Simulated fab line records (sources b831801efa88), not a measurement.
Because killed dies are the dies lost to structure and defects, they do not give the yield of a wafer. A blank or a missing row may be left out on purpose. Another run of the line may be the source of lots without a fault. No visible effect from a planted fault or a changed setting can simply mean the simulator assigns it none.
Which tool was responsible? + flow sky130 + 12 lots, 36 wafers sampled, at 4 steps of a route of 708

## WHAT EACH GAUGE READ, for each wafer
SKY_FIELD_ISO_BOW_MEAS_00. Usual: INCOMING_BOW gives 0 um (standard deviation 5.7).
| lot  | measured    | on            | INCOMING_BOW (um) | flag |
|------|-------------|---------------|-------------------|------|
| L636 | day 1 15:02 | film metro-02 | 7 2 0             |      |
| L637 | day 1 20:00 | film metro-03 | -10 0 4           |      |
| L638 | day 2 01:00 | film metro-02 | 0 -8 -7           |      |
| L639 | day 2 06:00 | film metro-02 | 1 -6 0            |      |
| L640 | day 2 11:00 | film metro-01 | 15 5 -9           |      |
| L641 | day 2 16:00 | film metro-01 | 11 6 -11          |      |
| L642 | day 2 21:01 | film metro-02 | 2 0 1             |      |
| L645 | day 3 12:01 | film metro-02 | 3 0 -2            |      |
| L646 | day 3 17:04 | film metro-02 | -7 -3 5           |      |
| L651 | day 4 18:00 | film metro-01 | 0 1 -6            |      |
| L654 | day 5 09:03 | film metro-01 | 11 -7 -1          |      |
| L657 | day 6 00:02 | film metro-02 | 4 -3 -1           |      |

SKY_FIELD_ISO_THK_MEAS_23. Usual: FIELD_ISO_OXIDATION_01_THK gives 10.05 nm (standard deviation 0.18).
| lot  | measured    | on            | FIELD_ISO_OXIDATION_01_THK (nm) | flag |
|------|-------------|---------------|---------------------------------|------|
| L636 | day 2 11:45 | film metro-01 | 10.16 10.02 10.21               |      |
| L637 | day 2 17:38 | film metro-03 | 10.31 10.04 10.21               |      |
| L638 | day 3 01:11 | film metro-03 | 9.71 9.83 9.82                  |      |
| L639 | day 3 08:11 | film metro-02 | 10.26 9.96 10.19                |      |
| L640 | day 3 12:12 | film metro-01 | 9.86 10.15 9.99                 |      |
| L641 | day 3 14:47 | film metro-02 | 10.11 10.13 9.88                |      |
| L642 | day 3 20:22 | film metro-01 | 9.95 10.14 10.21                |      |
| L645 | day 4 12:57 | film metro-03 | 9.90 10.08 9.95                 |      |
| L646 | day 4 15:50 | film metro-01 | 10.03 9.94 9.84                 |      |
| L651 | day 5 18:49 | film metro-03 | 9.90 9.93 10.08                 |      |
| L654 | day 6 10:03 | film metro-03 | 10.05 10.00 9.95                |      |
| L657 | day 7 03:05 | film metro-01 | 10.14 10.27 10.13               |      |

## EACH LOT AND THE TOOL THAT RAN IT (in order: tool; ch and the chambers of the sampled wafers; start)
| lot  | SKY_FIELD_ISO_COAT_07            | SKY_FIELD_ISO_ETCH_14             |
|------|----------------------------------|-----------------------------------|
| L636 | litho track-03 ch 0, day 2 02:12 | rie diel-01 ch 0,2,3, day 2 09:49 |
| L637 | litho track-01 ch 0, day 2 07:47 | rie diel-04 ch 0,1,2, day 2 15:19 |
| L638 | litho track-01 ch 0, day 2 12:26 | rie diel-01 ch 1,2,3, day 2 20:40 |
| L639 | litho track-02 ch 0, day 2 17:50 | rie diel-01 ch 0,3, day 3 01:58   |
| L640 | litho track-02 ch 0, day 2 23:08 | rie diel-04 ch 0,1, day 3 07:04   |
| L641 | litho track-02 ch 0, day 3 03:41 | rie diel-03 ch 1,2,3, day 3 11:34 |
| L642 | litho track-02 ch 0, day 3 08:58 | rie diel-01 ch 2,3, day 3 16:58   |
| L645 | litho track-02 ch 0, day 4 01:46 | rie diel-01 ch 0,1,3, day 4 11:07 |
| L646 | litho track-01 ch 0, day 4 04:49 | rie diel-03 ch 2,3, day 4 13:40   |
| L651 | litho track-03 ch 0, day 5 06:33 | rie diel-04 ch 0,3, day 5 15:19   |
| L654 | litho track-01 ch 0, day 5 22:05 | rie diel-04 ch 1,2, day 6 07:46   |
| L657 | litho track-01 ch 0, day 6 13:32 | rie diel-03 ch 2,3, day 7 00:25   |
- SKY_FIELD_ISO_COAT_07: resist thk 60 nm.
- SKY_FIELD_ISO_ETCH_14: etches BARC in N2/H2, stops on SiO2, time 45.9 s, target depth 60 nm.

## AS READ BY THE TOOLS THEMSELVES (means over the sampled wafers that have a number; for cases with no such wafer, the mark the record gives instead)
SKY_FIELD_ISO_COAT_07. Usual: dispense pressure kPa at 50 kPa, with a standard deviation of 5.
| lot  | tool           | dispense pressure kPa (kPa) | flag |
|------|----------------|-----------------------------|------|
| L636 | litho track-03 | 43                          |      |
| L637 | litho track-01 | 57                          |      |
| L638 | litho track-01 | 57                          |      |
| L639 | litho track-02 | 50                          |      |
| L640 | litho track-02 | 50                          |      |
| L641 | litho track-02 | 50                          |      |
| L642 | litho track-02 | 50                          |      |
| L645 | litho track-02 | 50                          |      |
| L646 | litho track-01 | 57                          |      |
| L651 | litho track-03 | 44                          |      |
| L654 | litho track-01 | 56                          |      |
| L657 | litho track-01 | 56                          |      |

SKY_FIELD_ISO_ETCH_14. Usual: drypump motor current A 5.9 A, standard deviation 0.31; oes product au 0.855 a.u., standard deviation 0.0047; throttle valve pct 13.226 %, standard deviation 0.0086.
| lot  | tool        | drypump motor current A (A) | oes product au (a.u.) | throttle valve pct (%) | flag |
|------|-------------|-----------------------------|-----------------------|------------------------|------|
| L636 | rie diel-01 | 5.7                         | 0.852                 | 13.235                 |      |
| L637 | rie diel-04 | 6.0                         | 0.857                 | 13.235                 |      |
| L638 | rie diel-01 | 5.7                         | 0.851                 | 13.230                 |      |
| L639 | rie diel-01 | 5.5                         | 0.850                 | 13.220                 |      |
| L640 | rie diel-04 | 6.1                         | 0.855                 | 13.225                 |      |
| L641 | rie diel-03 | 6.0                         | 0.858                 | 13.223                 |      |
| L642 | rie diel-01 | 5.7                         | 0.800                 | 13.215                 | OFF  |
| L645 | rie diel-01 | 5.6                         | 0.800                 | 13.222                 | OFF  |
| L646 | rie diel-03 | 5.8                         | 0.852                 | 13.225                 |      |
| L651 | rie diel-04 | 5.9                         | 0.857                 | 13.222                 |      |
| L654 | rie diel-04 | 5.9                         | 0.852                 | 13.222                 |      |
| L657 | rie diel-03 | 5.8                         | 0.856                 | 13.225                 |      |

## THE ANSWER, worked out from the rows above alone
Rule: a lot counts as off when the mean over its wafers that have a number is more than 3 standard deviations away from the usual mean. Also off: a lot with no number at a reading for which 4 or more lots have one. Any other lot the step has rows for is counted as sound. Order of review: gauges by route order, followed by the tools' own readings, for which a lot's mean as printed above is used. The first step at which some lot is off is used, and at that step the reading that is off furthest; a lot without a number counts as furthest.
Off, at SKY_FIELD_ISO_ETCH_14 on oes product au: L642, L645.
A tool fits if, at that step or a process step before it, it ran every lot that is off, and no sound lot after the first of them. This does not decide it: 2 tools fit, namely litho track-02 at SKY_FIELD_ISO_COAT_07 and rie diel-01 at SKY_FIELD_ISO_ETCH_14.

## WHAT THE SIMULATOR PUT IN
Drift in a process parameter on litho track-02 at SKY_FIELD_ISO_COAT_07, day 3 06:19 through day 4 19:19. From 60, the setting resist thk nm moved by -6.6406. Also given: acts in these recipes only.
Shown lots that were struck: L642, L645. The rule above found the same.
